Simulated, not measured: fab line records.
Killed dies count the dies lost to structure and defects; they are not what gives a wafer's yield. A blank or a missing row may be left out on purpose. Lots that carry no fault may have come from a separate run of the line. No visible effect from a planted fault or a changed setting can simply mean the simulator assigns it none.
A single fault, viewed from 2 desks    flow sky130    each desk has only its own numbers; what lay behind them comes last

== METROLOGY DESK ==
Lot by lot, what the gauges showed, no matter which tool ran the lot: averages of those sampled wafers that carry a number. If a lot's mean is further than 4 standard deviations from the usual mean, the lot is out of limits and carries the mark OUT (the distance appears in the brackets).
Columns: A = cd nm at SKY_METAL4_CD_MEAS_13, usual 300.1 nm; B = METAL4_OVL at SKY_METAL4_OVL_MEAS_14, usual -4 nm
lot   first seen here  A      B
L350  day 42 08:07     299.9  -5
L358  day 45 01:04     300.5  5
L359  day 45 03:47     297.2  -6
L362  day 45 14:22     299.5  -3
L363  day 45 22:42     302.8  -6
L370  day 47 11:51     301.9  -2
This desk's finding: nothing out of limits on any of the 6 lots.

== THE TOOL OWNER'S DESK: rie metal-01 ==
The tool's own readings at SKY_METAL4_ETCH_16 (etches BARC in N2/H2, stops on SiO2, time 88.2 s, target depth 60 nm): means of the sampled wafers that have a number, for each lot that ran on this tool. If a lot's mean is further than 4 standard deviations from the usual mean, the lot is out of limits and carries the mark OUT (the distance appears in the brackets).
Columns: A = drypump motor current A at SKY_METAL4_ETCH_16, usual 5.8 A; B = oes product au at SKY_METAL4_ETCH_16, usual 0.625 a.u.; C = rf fwd power W at SKY_METAL4_ETCH_16, usual 496.4 W; D = throttle valve pct at SKY_METAL4_ETCH_16, usual 13.206 %
lot   first seen here  A    B      C                D
L358  day 45 01:15     5.9  0.630  497.1            13.208
L359  day 45 03:57     5.5  0.626  575.3 (+39) OUT  13.204
L363  day 45 22:52     5.4  0.626  579.6 (+42) OUT  13.207
This desk finds L359, L363 out of limits, L359 being first, at day 45 03:57 (rf fwd power W at SKY_METAL4_ETCH_16). L358 stayed within limits.

== PUT TOGETHER ==
On L359, L363, at day 45 03:57, an alarm was possible from the tool owner's desk.
From the metrology desk's view, nothing was out of limits.
The metrology desk holds a record of L359, L363, inside its limits.
Every lot named ran SKY_METAL4_ETCH_16 on rie metal-01.

== WHAT WAS PUT IN BY THE SIMULATOR ==
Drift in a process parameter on rie metal-01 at SKY_METAL4_ETCH_16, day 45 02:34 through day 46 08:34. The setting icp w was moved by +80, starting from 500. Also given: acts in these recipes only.
Struck lots among those shown: L359, L363.
Time in hours from fault onset to the first out-of-limits reading at each desk: the tool owner's desk, 1.
